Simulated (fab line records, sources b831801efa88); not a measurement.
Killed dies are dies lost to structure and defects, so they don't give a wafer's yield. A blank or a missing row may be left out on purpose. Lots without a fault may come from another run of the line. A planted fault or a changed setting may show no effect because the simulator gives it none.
Which tool did it? | flow gf180mcu | 15 lots, 45 wafers sampled, at 5 steps of a route of 602

WHAT THE GAUGES READ, wafer by wafer
The record holds no reading of a measuring or inspecting step that can be judged against a usual standard deviation.

WHICH TOOL RAN EACH LOT (tool, then ch and the chambers of the sampled wafers, then the start)
lot  | GF_MIM_SPUTTER_08            | GF_MIM_METAL_ETCH_19              | GF_M5_METAL_ETCH_10               | GF_M5_STRIP_11                       | GF_V5_CVD_02
L374 | pvd_sputter-04, day 24 05:28 | rie_metal-03 ch 0,1, day 25 03:18 | rie_metal-01 ch 0, day 26 00:46   | plasma_asher-01 ch 1, day 26 00:57   | pecvd-01 ch 0,2, day 26 01:35
L375 | pvd_sputter-02, day 25 02:31 | rie_metal-03 ch 1, day 25 23:27   | rie_metal-03 ch 0,1, day 26 19:59 | plasma_asher-03 ch 1, day 26 20:05   | pecvd-01 ch 0,2, day 26 21:08
L377 | pvd_sputter-04, day 25 19:24 | rie_metal-03 ch 0,1, day 26 15:54 | rie_metal-02 ch 0,1, day 27 13:05 | plasma_asher-02 ch 0,1, day 27 13:12 | -
L378 | pvd_sputter-04, day 26 01:29 | rie_metal-03 ch 0,1, day 26 21:51 | rie_metal-02 ch 0,1, day 27 18:07 | plasma_asher-01 ch 0,1, day 27 18:14 | -
L380 | pvd_sputter-04, day 26 22:38 | rie_metal-03 ch 0,1, day 27 18:51 | rie_metal-01 ch 0,1, day 28 15:05 | plasma_asher-03 ch 0,1, day 28 15:12 | -
L387 | pvd_sputter-04, day 28 15:30 | rie_metal-02 ch 0,1, day 29 10:42 | rie_metal-02 ch 0,1, day 30 06:35 | plasma_asher-03 ch 0,1, day 30 06:41 | pecvd-01 ch 0,2, day 30 07:20
L388 | pvd_sputter-04, day 28 22:54 | rie_metal-02 ch 0,1, day 29 18:18 | rie_metal-01 ch 0,1, day 30 13:11 | plasma_asher-01 ch 0,1, day 30 13:18 | pecvd-01 ch 0,1,2, day 30 13:56
L389 | pvd_sputter-02, day 29 07:04 | rie_metal-03 ch 0,1, day 30 02:05 | rie_metal-02 ch 0,1, day 30 20:53 | plasma_asher-01 ch 0,1, day 30 21:00 | pecvd-03 ch 0,2, day 30 21:39
L390 | pvd_sputter-04, day 29 13:53 | rie_metal-04 ch 0,1, day 30 08:21 | rie_metal-02 ch 0,1, day 31 02:29 | plasma_asher-02 ch 0,1, day 31 02:35 | pecvd-01 ch 0,2, day 31 03:16
L392 | pvd_sputter-04, day 30 00:17 | rie_metal-02 ch 0,1, day 30 18:47 | rie_metal-03 ch 0,1, day 31 13:58 | plasma_asher-01 ch 0,1, day 31 14:05 | pecvd-01 ch 1,2, day 31 14:43
L393 | pvd_sputter-04, day 30 06:51 | rie_metal-04 ch 0,1, day 31 00:12 | rie_metal-02 ch 0,1, day 31 18:53 | plasma_asher-02 ch 0,1, day 31 18:59 | pecvd-03 ch 1,2, day 31 19:38
L394 | pvd_sputter-04, day 30 16:15 | rie_metal-03 ch 0, day 31 10:42   | rie_metal-03 ch 0,1, day 32 03:44 | plasma_asher-03 ch 0,1, day 32 03:50 | pecvd-01 ch 0,2, day 32 04:31
L395 | pvd_sputter-04, day 30 22:33 | rie_metal-03 ch 0,1, day 31 16:09 | rie_metal-01 ch 0,1, day 32 09:16 | plasma_asher-01 ch 0, day 32 09:22   | pecvd-03 ch 1,2, day 32 10:07
L396 | pvd_sputter-02, day 31 02:01 | rie_metal-03 ch 0,1, day 31 19:37 | rie_metal-03 ch 0,1, day 32 12:05 | plasma_asher-03 ch 0,1, day 32 12:11 | pecvd-02 ch 1,2, day 32 12:47
L397 | pvd_sputter-04, day 31 13:22 | rie_metal-03 ch 0,1, day 32 05:24 | rie_metal-02 ch 0,1, day 32 22:40 | plasma_asher-01 ch 0,1, day 32 22:47 | pecvd-01 ch 0,1,2, day 32 23:30
- GF_MIM_SPUTTER_08: material AlCu, target thk 200 nm, time 10.6 s.
- GF_MIM_METAL_ETCH_19: etches the open film in Cl2/BCl3, stops on Si3N4, target depth 324.5 nm, time 54.1 s.
- GF_M5_METAL_ETCH_10: etches the open film in Cl2/BCl3, stops on SiO2, target depth 627.5 nm, time 104.6 s.
- GF_M5_STRIP_11: strips in O2/N2.
- GF_V5_CVD_02: deposits SiO2 from TEOS, target thk 1450 nm, time 163.28 s.

WHAT THE TOOLS THEMSELVES READ (means of the sampled wafers that have a number; where no wafer has one, the mark that the record gives instead)
GF_MIM_SPUTTER_08. Usual: throttle_valve_pct 30.1 %, standard deviation 0.95.
lot  | tool           | throttle_valve_pct (%) | flag
L374 | pvd_sputter-04 | 30.4                   |
L375 | pvd_sputter-02 | 29.3                   |
L377 | pvd_sputter-04 | 30.3                   |
L378 | pvd_sputter-04 | 30.0                   |
L380 | pvd_sputter-04 | 30.6                   |
L387 | pvd_sputter-04 | 30.7                   |
L388 | pvd_sputter-04 | 30.1                   |
L389 | pvd_sputter-02 | 29.1                   |
L390 | pvd_sputter-04 | 29.5                   |
L392 | pvd_sputter-04 | 30.3                   |
L393 | pvd_sputter-04 | 30.9                   |
L394 | pvd_sputter-04 | 30.8                   |
L395 | pvd_sputter-04 | 30.0                   |
L396 | pvd_sputter-02 | 30.2                   |
L397 | pvd_sputter-04 | 30.0                   |

GF_MIM_METAL_ETCH_19. Usual: bcl3_flow_sccm 40.01 sccm, standard deviation 0.12; bias_w 140.0 W, standard deviation 0.44; drypump_motor_current_A 6.0 A, standard deviation 0.42; he_backside_leak_sccm 3.4 sccm, standard deviation 0.37; mfc_cl2_sccm 80.01 sccm, standard deviation 0.24; oes_product_au 0.941 a.u., standard deviation 0.0069; rf_fwd_power_W 792 W, standard deviation 3.6; throttle_valve_pct 28.284 %, standard deviation 0.011.
lot  | tool         | bcl3_flow_sccm (sccm) | bias_w (W) | drypump_motor_current_A (A) | he_backside_leak_sccm (sccm) | mfc_cl2_sccm (sccm) | oes_product_au (a.u.) | rf_fwd_power_W (W) | throttle_valve_pct (%) | flag
L374 | rie_metal-03 | 40.11                 | 139.8      | 6.1                         | 3.5                          | 79.90               | 0.943                 | 793                | 28.279                 |
L375 | rie_metal-03 | 39.97                 | 140.3      | 5.5                         | 4.0                          | 79.95               | 0.947                 | 788                | 28.277                 |
L377 | rie_metal-03 | 40.07                 | 139.8      | 5.8                         | 3.4                          | 79.77               | 0.941                 | 790                | 28.291                 |
L378 | rie_metal-03 | 39.96                 | 140.2      | 6.1                         | 3.6                          | 79.86               | 0.934                 | 792                | 28.294                 |
L380 | rie_metal-03 | 39.94                 | 139.6      | 6.1                         | 3.5                          | 80.06               | 0.943                 | 792                | 28.293                 |
L387 | rie_metal-02 | 40.00                 | 140.0      | 6.3                         | 3.3                          | 79.84               | 0.934                 | 793                | 28.289                 |
L388 | rie_metal-02 | 39.99                 | 140.2      | 6.2                         | 3.3                          | 80.28               | 0.944                 | 795                | 28.275                 |
L389 | rie_metal-03 | 40.05                 | 140.6      | 6.1                         | 3.5                          | 80.14               | 0.949                 | 795                | 28.284                 |
L390 | rie_metal-04 | 40.04                 | 140.8      | 6.0                         | 3.4                          | 79.89               | 0.943                 | 794                | 28.282                 |
L392 | rie_metal-02 | 40.03                 | 140.1      | 6.3                         | 3.3                          | 80.12               | 0.941                 | 793                | 28.287                 |
L393 | rie_metal-04 | 39.93                 | 140.3      | 6.0                         | 3.4                          | 79.90               | 0.952                 | 791                | 28.274                 |
L394 | rie_metal-03 | 40.11                 | 139.9      | 6.4                         | 3.5                          | 80.36               | 0.939                 | 797                | 28.277                 |
L395 | rie_metal-03 | 40.10                 | 140.1      | 5.8                         | 3.6                          | 79.95               | 0.939                 | 789                | 28.285                 |
L396 | rie_metal-03 | 39.95                 | 139.7      | 6.1                         | 3.5                          | 79.96               | 0.938                 | 792                | 28.297                 |
L397 | rie_metal-03 | 39.97                 | 140.2      | 5.8                         | 4.5                          | 80.03               | 0.938                 | 791                | 28.293                 |

GF_M5_METAL_ETCH_10. Usual: bcl3_flow_sccm 39.99 sccm, standard deviation 0.12; bias_w 140.1 W, standard deviation 0.41; drypump_motor_current_A 6.0 A, standard deviation 0.3; he_backside_leak_sccm 3.40 sccm, standard deviation 0.19; mfc_cl2_sccm 80.00 sccm, standard deviation 0.21; oes_product_au 0.971 a.u., standard deviation 0.0073; rf_fwd_power_W 818 W, standard deviation 3.1; throttle_valve_pct 28.250 %, standard deviation 0.011.
lot  | tool         | bcl3_flow_sccm (sccm) | bias_w (W) | drypump_motor_current_A (A) | he_backside_leak_sccm (sccm) | mfc_cl2_sccm (sccm) | oes_product_au (a.u.) | rf_fwd_power_W (W) | throttle_valve_pct (%) | flag
L374 | rie_metal-01 | 39.99                 | 139.9      | 5.7                         | 3.62                         | 79.90               | 0.972                 | 816                | 28.263                 |
L375 | rie_metal-03 | 40.13                 | 140.3      | 5.8                         | 3.57                         | 80.02               | 0.981                 | 816                | 28.240                 |
L377 | rie_metal-02 | -                     | -          | -                           | -                            | -                   | -                     | -                  | -                      | OFF
L378 | rie_metal-02 | -                     | -          | -                           | -                            | -                   | -                     | -                  | -                      | OFF
L380 | rie_metal-01 | -                     | -          | -                           | -                            | -                   | -                     | -                  | -                      | OFF
L387 | rie_metal-02 | 40.08                 | 139.9      | 6.3                         | 3.10                         | 79.71               | 0.967                 | 817                | 28.243                 |
L388 | rie_metal-01 | 39.99                 | 140.1      | 5.9                         | 3.45                         | 80.11               | 0.968                 | 818                | 28.246                 |
L389 | rie_metal-02 | 39.98                 | 140.2      | 6.2                         | 3.30                         | 80.21               | 0.966                 | 819                | 28.252                 |
L390 | rie_metal-02 | 40.06                 | 139.9      | 6.3                         | 3.35                         | 80.16               | 0.970                 | 822                | 28.249                 |
L392 | rie_metal-03 | 39.98                 | 139.7      | 6.1                         | 3.40                         | 80.02               | 0.975                 | 819                | 28.252                 |
L393 | rie_metal-02 | 39.94                 | 139.8      | 6.2                         | 3.25                         | 80.37               | 0.968                 | 818                | 28.244                 |
L394 | rie_metal-03 | 39.81                 | 140.2      | 6.1                         | 3.47                         | 79.93               | 0.969                 | 821                | 28.238                 |
L395 | rie_metal-01 | 39.98                 | 140.0      | 5.9                         | 3.50                         | 79.92               | 0.971                 | 820                | 28.251                 |
L396 | rie_metal-03 | 39.99                 | 140.5      | 6.1                         | 3.52                         | 80.08               | 0.970                 | 820                | 28.243                 |
L397 | rie_metal-02 | 39.97                 | 140.6      | 6.2                         | 3.06                         | 79.99               | 0.966                 | 819                | 28.263                 |

GF_M5_STRIP_11. Usual: drypump_motor_current_A 5.9 A, standard deviation 0.31; heater_power_w 327 W, standard deviation 45; oes_product_au 0.540 a.u., standard deviation 0.0047; strip_time_to_endpoint_s 7.46 s, standard deviation 0.039.
lot  | tool            | drypump_motor_current_A (A) | heater_power_w (W) | oes_product_au (a.u.) | strip_time_to_endpoint_s (s) | flag
L374 | plasma_asher-01 | 5.7                         | 356                | 0.540                 | 7.46                         |
L375 | plasma_asher-03 | 6.3                         | 355                | 0.543                 | 7.49                         |
L377 | plasma_asher-02 | 6.2                         | 300                | 0.642                 | 9.96                         | OFF
L378 | plasma_asher-01 | 5.8                         | 321                | 0.644                 | 9.93                         | OFF
L380 | plasma_asher-03 | 6.1                         | 363                | 0.642                 | 9.92                         | OFF
L387 | plasma_asher-03 | 5.8                         | 358                | 0.542                 | 7.53                         |
L388 | plasma_asher-01 | 5.8                         | 282                | 0.539                 | 7.46                         |
L389 | plasma_asher-01 | 5.7                         | 323                | 0.541                 | 7.49                         |
L390 | plasma_asher-02 | 6.1                         | 298                | 0.540                 | 7.43                         |
L392 | plasma_asher-01 | 5.8                         | 283                | 0.543                 | 7.46                         |
L393 | plasma_asher-02 | 5.9                         | 313                | 0.538                 | 7.40                         |
L394 | plasma_asher-03 | 5.8                         | 359                | 0.538                 | 7.44                         |
L395 | plasma_asher-01 | 5.8                         | 247                | 0.541                 | 7.47                         |
L396 | plasma_asher-03 | 5.9                         | 357                | 0.546                 | 7.51                         |
L397 | plasma_asher-01 | 5.8                         | 322                | 0.544                 | 7.48                         |

GF_V5_CVD_02. Usual: heater_power_w 704 W, standard deviation 100; rf_fwd_power_W 597.5 W, standard deviation 2.
lot  | tool     | heater_power_w (W) | rf_fwd_power_W (W) | flag
L374 | pecvd-01 | 690                | 598.0              |
L375 | pecvd-01 | 716                | 597.3              |
L387 | pecvd-01 | 773                | 597.5              |
L388 | pecvd-01 | 799                | 596.8              |
L389 | pecvd-03 | 673                | 599.6              |
L390 | pecvd-01 | 767                | 598.9              |
L392 | pecvd-01 | 702                | 598.4              |
L393 | pecvd-03 | 707                | 599.1              |
L394 | pecvd-01 | 783                | 596.8              |
L395 | pecvd-03 | 671                | 598.7              |
L396 | pecvd-02 | 578                | 598.3              |
L397 | pecvd-01 | 750                | 596.2              |

THE ANSWER, worked out from the rows above alone
Rule: a lot is off if the mean of its wafers that have a number lies more than 3 standard deviations from the usual mean. A lot without any number at a reading at which 4 lots or more have one is off too. The other lots that the step has rows for count as sound. The gauges are gone through in route order, then the tools' own readings, and for those a lot's mean is taken as printed above. The first step at which some lot is off is used, and at that step the reading that is off furthest; a lot without a number counts as furthest.
Off: L377, L378, L380, at GF_M5_METAL_ETCH_10 (bcl3_flow_sccm). Without a number there: L377, L378, L380.
A tool fits if, at that step or a process step before it, it ran every lot that is off, and no sound lot after the first of them. None of those tried fits.

WHAT THE SIMULATOR HAD PUT IN
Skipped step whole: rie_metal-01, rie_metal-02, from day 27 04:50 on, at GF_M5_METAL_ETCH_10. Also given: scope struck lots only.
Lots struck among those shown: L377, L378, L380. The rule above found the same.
